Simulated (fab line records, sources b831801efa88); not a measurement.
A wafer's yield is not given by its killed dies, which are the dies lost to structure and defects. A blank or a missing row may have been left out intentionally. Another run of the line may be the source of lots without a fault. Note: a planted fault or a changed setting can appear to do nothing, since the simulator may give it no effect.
Chamber matching -- flow gf180mcu -- GF_STI_ETCH_14 on rieSi-01: 4 sister chambers
The step etches Si in HBr/Cl2/O2, target depth 360 nm, time 102.9 s. 8 wafers are shown with their chamber, then 7 later ones without.

## WAFERS PAIRED WITH THEIR CHAMBERS
wafer,chamber,drypumpMotorCurrentA (A),oesProductAu (a.u.)
L532.2,1,5.5,1.001
L534.1,1,5.5,0.989
L534.3,2,6.2,0.988
L534.4,3,5.3,1.003
L535.1,3,5.4,1.007
L535.6,0,4.9,0.997
L539.1,0,4.9,0.988
L539.3,2,6.2,0.992

## WAFERS WITH NO CHAMBER GIVEN
wafer,drypumpMotorCurrentA (A),oesProductAu (a.u.)
L539.5,5.5,0.983
L540.1,5.4,1.010
L540.3,4.9,0.997
L540.4,5.5,0.985
L554.2,5.4,0.999
L554.4,6.2,0.988
L554.6,5.5,0.996

## WHICH CHAMBER EACH WENT THROUGH
wafer,from the rows above,in truth
L539.5,1,1
L540.1,3,3
L540.3,0,0
L540.4,1,1
L554.2,can't be placed: 3 or 1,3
L554.4,2,2
L554.6,1,1
Correctly placed: 6 of 7. These rows do not allow placing 1 (true chamber among the candidates in 1). 0 placed wrongly.
How it was worked out, from the rows above alone: a wafer's distance from a chamber is the root of the sum, over the readings, of the square of ((its reading less the chamber's mean) divided by the reading's scatter). The wafer belongs to the nearest chamber; if the next one is less than 2 further off, it can't be placed. For every chamber, the mean is computed from those of its wafers that are shown. The scatter is the square root of a quotient: the sum, over the shown wafers, of each reading's squared deviation from its chamber's mean, divided by wafers minus chambers.
